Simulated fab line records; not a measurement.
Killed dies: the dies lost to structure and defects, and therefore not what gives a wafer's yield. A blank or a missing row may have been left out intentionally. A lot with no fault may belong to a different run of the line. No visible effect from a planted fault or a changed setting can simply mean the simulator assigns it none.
Lot-split experiment    flow gf180mcu    on a route of 602 steps: 5 lots, 23 wafers read

## ON THE SPLIT
At GF_LVPWELL_STRIP_10 (strips in O2/N2), the setting pressure_mtorr was moved away from the recipe's 1500 mTorr on 15 of the 23 wafers read, by -11.6% to +7.9%. This setting was run at the recipe's value on the other wafers.

The split's own step is where the reading is taken.

## THE READING
oes_product_au, in a.u., at GF_LVPWELL_STRIP_10 (strips in O2/N2). On this fab line, fault-free wafers typically give 0.722 a.u. with a standard deviation of 0.0039 a.u.

wafer   tool, chamber at the split  pressure_mtorr as run, mTorr  against the recipe  oes_product_au, a.u.  against lot-mates on the recipe
L075.1  plasma_asher-02, 1          1405                          -6.3%               0.714                 no lot-mate on the recipe
L075.2  plasma_asher-02, 0          1405                          -6.3%               0.713                 no lot-mate on the recipe
L075.4  plasma_asher-02, 1          1405                          -6.3%               0.708                 no lot-mate on the recipe
L075.5  plasma_asher-02, 1          1405                          -6.3%               0.712                 no lot-mate on the recipe
L075.6  plasma_asher-02, 0          1405                          -6.3%               0.709                 no lot-mate on the recipe
L082.1  plasma_asher-03, 0          1326                          -11.6%              0.697                 no lot-mate on the recipe
L082.2  plasma_asher-03, 1          1326                          -11.6%              0.699                 no lot-mate on the recipe
L082.3  plasma_asher-03, 0          1326                          -11.6%              0.696                 no lot-mate on the recipe
L082.4  plasma_asher-03, 1          1326                          -11.6%              0.709                 no lot-mate on the recipe
L082.5  plasma_asher-03, 0          1326                          -11.6%              0.705                 no lot-mate on the recipe
L083.2  plasma_asher-02, 1          1500                          recipe              0.720                 -
L083.3  plasma_asher-02, 1          1500                          recipe              0.726                 -
L083.4  plasma_asher-02, 0          1500                          recipe              0.722                 -
L084.1  plasma_asher-02, 1          1500                          recipe              0.729                 -
L084.2  plasma_asher-02, 0          1500                          recipe              0.719                 -
L084.3  plasma_asher-02, 1          1500                          recipe              0.722                 -
L084.4  plasma_asher-02, 0          1500                          recipe              0.729                 -
L084.5  plasma_asher-02, 1          1500                          recipe              0.723                 -
L085.1  plasma_asher-04, 1          1619                          +7.9%               0.730                 no lot-mate on the recipe
L085.2  plasma_asher-04, 0          1619                          +7.9%               0.730                 no lot-mate on the recipe
L085.3  plasma_asher-04, 1          1619                          +7.9%               0.731                 no lot-mate on the recipe
L085.4  plasma_asher-04, 0          1619                          +7.9%               0.732                 no lot-mate on the recipe
L085.6  plasma_asher-04, 1          1619                          +7.9%               0.734                 no lot-mate on the recipe

THE FIT
A straight line over all 23 wafers: oes_product_au changes by +0.00158 a.u. for each +1% of pressure_mtorr; r = +0.94; the points scatter about the line by 0.0041 a.u.
Too few moved wafers have a lot-mate on the recipe to fit a line with each lot's own level taken away.
Tool readings at the split's step, against how far the setting was moved: oes_product_au r = +0.94; strip_time_to_endpoint_s r = -0.96.

## THE WHOLE CHAIN: every reading that the file lists as answering this split, in the file's order
step                 what it does     reading                   change (the file's fit)                    r (the file's)
GF_LVPWELL_STRIP_10  strips in O2/N2  oes_product_au            +0.00159 a.u. for each +1% of the setting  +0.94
GF_LVPWELL_STRIP_10  strips in O2/N2  strip_time_to_endpoint_s  withheld for each +1% of the setting       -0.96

## THE FILE'S OWN FIT
oes_product_au changes by +0.00159 a.u. for each +1% of pressure_mtorr, r = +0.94.
